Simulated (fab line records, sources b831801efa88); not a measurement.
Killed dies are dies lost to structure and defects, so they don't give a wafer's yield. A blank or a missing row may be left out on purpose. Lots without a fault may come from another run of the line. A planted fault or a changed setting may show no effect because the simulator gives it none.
fab line records | flow sky130
record lots=6 wafers=18 last_day=50
route steps=708 shown PASSIVATION@684 PAD_OPEN@694
lots that met no fault: from a run of the same line without faults
start_h: hours from the record's first day to the start of the lot's first wafer shown | wait_h: hours since the lot's step before | " the same as in the row above | L1.1+2: a row that stands for several wafers | - no value, or no start given | * or withheld: withheld | < > ~ a bound
route shown NAME@n: a module of which the file shows steps, and the number in the route of the first | usual: mean/standard deviation of fault-free wafers | same: alike in all rows | chamber/n: place in a boat | sites: the reading at each site | _std_site: their standard deviation | _edge_site: outer sites' mean less inner sites' | radius_mm: how far each site lies from the wafer's centre | mask NAME#n: copy n | behind: the tool/chamber that last shaped the wafer | hold: why the lot was held/for how many hours/how that ended | device: the transistor (n, p or np) that didn't switch | end of line: the same wafers' tests at the end of the route | a step without rows: its recipe alone | killed: dies lost to structure and defects at the first sort, not the wafer's yield | map: a wafer's dies, x killed, . not, _ none there
set.NAME: the setting as run; set.NAME@STEP: as run at that earlier step | model.NAME: the simulator's own value behind a step, which no gauge read
lots at some steps of the route; a table a step, a row a wafer
services: from which hour (start_h, from the record's first day; less than 0 if before it) a tool's chamber was out of use, for how many hours, and why
## steps
# step SKY_PASSIVATION_THK_MEAS_03
# recipe reads=Si3N4_of_PASSIVATION_CVD_02
# usual PASSIVATION_CVD_02_THK=540/6.4
# columns lot.wafer tool chamber start_h wait_h PASSIVATION_CVD_02_THK[nm]
L738.1 film_metro-02 - 1063.66 - 535
L738.2 " - " " 530
L738.3 " - " " 524
L750.2 film_metro-02 - 1122.51 - 536
L750.4 " - " " 536
L750.6 " - " " 546
L752.2 film_metro-03 - 1141.30 - 529
L752.4 " - " " 549
L752.5 " - " " 544
L755.1 film_metro-01 - 1148.52 - 533
L755.4 " - " " 545
L755.5 " - " " 543
L758.1 film_metro-02 - 1165.17 - 526
L758.2 " - " " 542
L758.6 " - " " 540
L757.1 film_metro-01 - 1167.07 - 543
L757.3 " - " " 542
L757.6 " - " " 550
# step SKY_PASSIVATION_DEHYDRATE_04
# recipe temp_c=200 time_s=60
# step SKY_PASSIVATION_HMDS_05
# recipe prime_time_s=60 prime_temp_c=120
# step SKY_PASSIVATION_COAT_06
# recipe spin_rpm=2000 resist_thk_nm=3000
# step SKY_PASSIVATION_SOFTBAKE_07
# recipe temp_c=110 time_s=withheld
# step SKY_PASSIVATION_EXPOSE_08
# recipe mask_id=NSM target_cd_nm=3000 na=0.57 dose_mj=260
# step SKY_PASSIVATION_PEB_09
# recipe temp_c=115 time_s=withheld
# step SKY_PASSIVATION_DEVELOP_10
# recipe develop_time_s=60 dev_temp_c=23
# step SKY_PASSIVATION_ETCH_11
# recipe chemistry=CF4/O2 target_depth_nm=725 stop_on=AlCu source_w=800 bias_w=150 pressure_mtorr=150 cf4_flow_sccm=80 O2_flow_sccm=10 time_s=161.1
# usual drypump_motor_current_A=5.6/0.47 oes_product_au=0.978/0.0074 throttle_valve_pct=5.964/0.009
# columns lot.wafer tool chamber start_h wait_h drypump_motor_current_A oes_product_au rf_hours_counter_h throttle_valve_pct
L738.1 rie_diel-04 2 1085.67 - 6.3 0.980 22 5.969
L738.2 " 1 " " 5.7 0.968 13 5.978
L738.3 " 0 " " 5.1 0.970 15 5.969
L750.2 rie_diel-03 0 1141.62 - 5.3 0.974 25 5.955
L750.4 " 2 " " 5.4 0.973 32 5.969
L750.6 " 0 " " 5.3 0.979 - 5.953
L752.2 rie_diel-03 0 1158.73 - 5.3 0.969 26 5.973
L752.4 " 3 " " 5.9 0.989 25 5.987
L752.5 " 2 " " 5.5 0.986 - 5.963
L755.1 rie_diel-04 1 1165.72 - 5.8 0.966 16 5.958
L755.4 " 2 " " 6.3 0.985 25 5.964
L755.5 " 2 " " 6.3 0.981 - 5.968
L758.1 rie_diel-03 0 1181.02 - 5.2 0.976 27 5.952
L758.2 " 3 " " 6.0 0.985 26 5.954
L758.6 " 0 " " 5.2 0.984 - 5.970
L757.1 rie_diel-04 0 1184.04 - 5.1 0.984 18 5.956
L757.3 " 2 " " 6.2 0.986 26 5.977
L757.6 " 1 " " 5.7 0.999 - 5.955
# step SKY_PASSIVATION_STRIP_12
# recipe chemistry=O2/N2 power_w=1400 pressure_mtorr=1500 platen_temp_c=withheld overash_fraction=0.7 o2_flow_sccm=3000 n2_flow_sccm=300
# usual drypump_motor_current_A=5.7/0.6 oes_product_au=0.661/0.0045 strip_time_to_endpoint_s=31.48/0.15
# columns lot.wafer tool chamber start_h wait_h drypump_motor_current_A oes_product_au rf_hours_counter_h strip_time_to_endpoint_s
L738.1 plasma_asher-03 0 1085.77 0.1 4.9 0.659 96 31.27
L738.2 " 1 " " 6.3 0.656 96 31.12
L738.3 " 1 " " 6.3 0.666 - 31.42
L750.2 plasma_asher-03 1 1141.72 0.1 6.3 0.651 101 31.61
L750.4 " 0 " " 4.9 0.659 - 31.46
L750.6 " 0 " " 4.9 0.662 - 31.67
L752.2 plasma_asher-03 1 1158.84 0.1 6.3 0.662 102 31.56
L752.4 " 1 " " 6.4 0.660 - 31.35
L752.5 " 1 " " 6.3 0.658 - 31.39
L755.1 plasma_asher-03 1 1165.82 0.1 6.3 0.662 103 31.33
L755.4 " 1 " " 6.3 0.659 - 31.51
L755.5 " 1 " " 6.3 0.661 - 31.38
L758.1 plasma_asher-01 0 1181.18 0.1 6.4 0.658 43 31.44
L758.2 " 1 " " 5.6 0.664 43 31.51
L758.6 " 0 " " 6.4 0.656 - 31.41
L757.1 plasma_asher-02 1 1184.15 0.1 5.4 0.668 74 31.61
L757.3 " 1 " " 5.4 0.660 - 31.47
L757.6 " 1 " " 5.3 0.666 - 31.25
# step SKY_PAD_OPEN_DEHYDRATE_00
# recipe temp_c=200 time_s=60
# step SKY_PAD_OPEN_HMDS_01
# recipe prime_time_s=60 prime_temp_c=120
# step SKY_PAD_OPEN_COAT_02
# recipe spin_rpm=2000 resist_thk_nm=3000
# usual chill_plate_temp_C=22.98/0.1 spin_speed_rpm=2000.0/1.4
# columns lot.wafer tool chamber start_h wait_h chill_plate_temp_C spin_speed_rpm model.coat_of_PAD_OPEN_COAT_02.thk_nm
L738.1 litho_track-01 0 1096.78 0.1 23.05 2000.3 2999
L738.2 " 0 " " 23.11 1999.0 2997
L738.3 " 0 " " 23.14 2001.0 2996
L750.2 litho_track-02 0 1150.14 0.1 22.87 1999.0 3013
L750.4 " 0 " " 22.96 1999.6 3001
L750.6 " 0 " " 22.96 1998.9 3006
L752.2 litho_track-02 0 1167.49 0.1 22.96 2038.8 2978
L752.4 " 0 " " 22.98 2042.5 2975
L752.5 " 0 " " 22.95 2040.4 2979
L755.1 litho_track-02 0 1173.87 0.1 22.99 2040.0 2966
L755.4 " 0 " " 23.01 2040.7 2965
L755.5 " 0 " " 22.94 2041.2 2965
L758.1 litho_track-01 0 1188.48 0.1 23.13 2000.3 2987
L758.2 " 0 " " 22.71 1999.1 2999
L758.6 " 0 " " 22.80 1998.9 3002
L757.1 litho_track-04 0 1191.36 0.1 23.08 1999.3 3010
L757.3 " 0 " " 23.09 1998.9 3017
L757.6 " 0 " " 22.88 1998.0 3011
# step SKY_PAD_OPEN_SOFTBAKE_03
# recipe temp_c=110 time_s=withheld
# step SKY_PAD_OPEN_EXPOSE_04
# recipe mask_id=PDM target_cd_nm=60000 na=0.57 dose_mj=260
# step SKY_PAD_OPEN_PEB_05
# recipe temp_c=115 time_s=withheld
# step SKY_PAD_OPEN_DEVELOP_06
# recipe develop_time_s=60 dev_temp_c=23
# usual chill_plate_temp_C=22.99/0.11
# columns lot.wafer tool chamber start_h wait_h chill_plate_temp_C model.coat_of_PAD_OPEN_COAT_02.thk_nm
L738.1 litho_track-04 0 - - 22.83 2998
L738.2 " 0 " " 22.94 2996
L738.3 " 0 " " 22.83 2994
L750.2 litho_track-04 0 - - 22.99 3012
L750.4 " 0 " " 22.89 3000
L750.6 " 0 " " 22.86 3005
L752.2 litho_track-04 0 - - 22.82 2977
L752.4 " 0 " " 23.00 2974
L752.5 " 0 " " 22.68 2978
L755.1 litho_track-04 0 - - 23.08 2965
L755.4 " 0 " " 23.06 2964
L755.5 " 0 " " 23.14 2964
L758.1 litho_track-01 0 - - 23.03 2986
L758.2 " 0 " " 22.95 2998
L758.6 " 0 " " 22.95 3001
L757.1 litho_track-04 0 - - 22.98 3009
L757.3 " 0 " " 23.06 3016
L757.6 " 0 " " 23.16 3010
# step SKY_PAD_OPEN_ETCH_07
# recipe chemistry=CF4/O2 target_depth_nm=725 stop_on=AlCu source_w=800 bias_w=150 pressure_mtorr=150 cf4_flow_sccm=80 O2_flow_sccm=10 time_s=161.1
# usual drypump_motor_current_A=5.7/0.4 oes_product_au=0.978/0.0074 throttle_valve_pct=5.963/0.0091
# columns lot.wafer tool chamber start_h wait_h drypump_motor_current_A oes_product_au rf_hours_counter_h throttle_valve_pct
L738.1 rie_diel-01 3 1106.81 - 5.8 0.976 13 5.967
L738.2 " 2 " " 5.8 0.967 14 5.955
L738.3 " 0 " " 6.2 0.967 19 5.955
L750.2 rie_diel-03 3 1159.41 - 5.9 0.972 25 5.966
L750.4 " 2 " " 5.4 0.972 33 5.956
L750.6 " 1 " " 5.0 0.977 - 5.969
L752.2 rie_diel-01 3 1176.21 - 5.8 0.963 16 5.960
L752.4 " 1 " " 5.8 0.983 3 5.972
L752.5 " 1 " " 5.8 0.976 - 5.963
L755.1 rie_diel-04 3 1182.91 - 6.1 0.976 10 5.962
L755.4 " 2 " " 6.3 0.971 25 5.969
L755.5 " 0 " " 5.1 0.973 - 5.953
L758.1 rie_diel-03 1 1196.33 - 5.0 0.970 24 5.953
L758.2 " 0 " " 5.3 0.979 28 5.964
L758.6 " 0 " " 5.3 0.983 - 5.957
L757.1 rie_diel-03 0 1199.56 - 5.3 0.979 28 5.956
L757.3 " 3 " " 5.9 0.981 27 5.967
L757.6 " 0 " " 5.3 0.982 - 5.940
# step SKY_PAD_OPEN_STRIP_08
# recipe chemistry=O2/N2 power_w=1400 pressure_mtorr=1500 platen_temp_c=withheld overash_fraction=0.7 o2_flow_sccm=3000 n2_flow_sccm=300
# usual drypump_motor_current_A=5.9/0.49 oes_product_au=0.663/0.0051 strip_time_to_endpoint_s=37.13/0.12
# columns lot.wafer tool chamber start_h wait_h drypump_motor_current_A oes_product_au rf_hours_counter_h strip_time_to_endpoint_s
L738.1 plasma_asher-03 1 1106.91 0.1 6.3 0.663 98 37.04
L738.2 " 0 " " 4.9 0.668 98 37.01
L738.3 " 0 " " 4.9 0.667 - 37.01
L750.2 plasma_asher-01 1 1159.51 0.1 5.6 0.660 41 37.21
L750.4 " 1 " " 5.6 0.660 - 37.10
L750.6 " 0 " " 6.4 0.662 - 37.11
L752.2 plasma_asher-01 1 1176.31 0.1 5.6 0.663 42 36.79
L752.4 " 0 " " 6.4 0.669 - 36.76
L752.5 " 0 " " 6.4 0.673 - 36.80
L755.1 plasma_asher-01 1 1183.01 0.1 5.6 0.667 43 36.64
L755.4 " 1 " " 5.6 0.662 - 36.64
L755.5 " 0 " " 6.4 0.659 - 36.63
L758.1 plasma_asher-01 0 1196.44 0.1 6.4 0.667 44 36.90
L758.2 " 1 " " 5.6 0.662 44 37.04
L758.6 " 1 " " 5.6 0.664 - 37.07
L757.1 plasma_asher-01 1 1199.66 0.1 5.6 0.674 45 37.18
L757.3 " 1 " " 5.6 0.665 - 37.26
L757.6 " 1 " " 5.6 0.661 - 37.19
# step SKY_PAD_OPEN_STRIP_09
# recipe chemistry=post_etch_residue_remover time_s=1200 temp_c=72.5
## services
# columns tool chamber start_h hours kind
rie_diel-03 3 1066.60 3.8 repair
rie_diel-03 - 1084.24 2.8 pm
rie_diel-03 0 1108.46 8.3 repair
rie_diel-03 2 1113.25 10.3 repair
rie_diel-03 1 1115.01 9.1 repair
rie_diel-01 1 1125.48 11.2 repair
rie_diel-01 1 1142.50 10.6 repair
rie_diel-03 2 1166.44 - clean
rie_diel-03 2 1166.44 22.6 scheduled_down
rie_diel-03 2 1166.44 22.6 vent_cycle
rie_diel-03 1 1175.20 9.7 repair
rie_diel-01 0 1186.81 2.8 repair
## key
first_sign step=SKY_PAD_OPEN_COAT_02 reading=spin_speed_rpm direction=up sigmas=30 usual=2000.0 struck=2040.6
effect step=SKY_PAD_OPEN_STRIP_08 reading=strip_time_to_endpoint_s direction=down sigmas=3.4 usual=* struck=*
model_effect step=SKY_PAD_OPEN_COAT_02 value=coat_of_PAD_OPEN_COAT_02.thk_nm without=3001 struck=2971
model_effect step=SKY_PAD_OPEN_DEVELOP_06 value=coat_of_PAD_OPEN_COAT_02.thk_nm without=3000 struck=2970
met_at SKY_PAD_OPEN_COAT_02
struck_wafers L752.2,L752.4,L752.5,L755.1,L755.4,L755.5
onset_between 1150.14 1167.49
fault kind=process_parameter_drift tool=litho_track-02 chamber=- onset_h=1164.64 steps=SKY_PAD_OPEN_COAT_02 channel=spin_rpm offset=39.94 shape=step end_h=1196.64 acts_in=these_recipes_only stated=2000
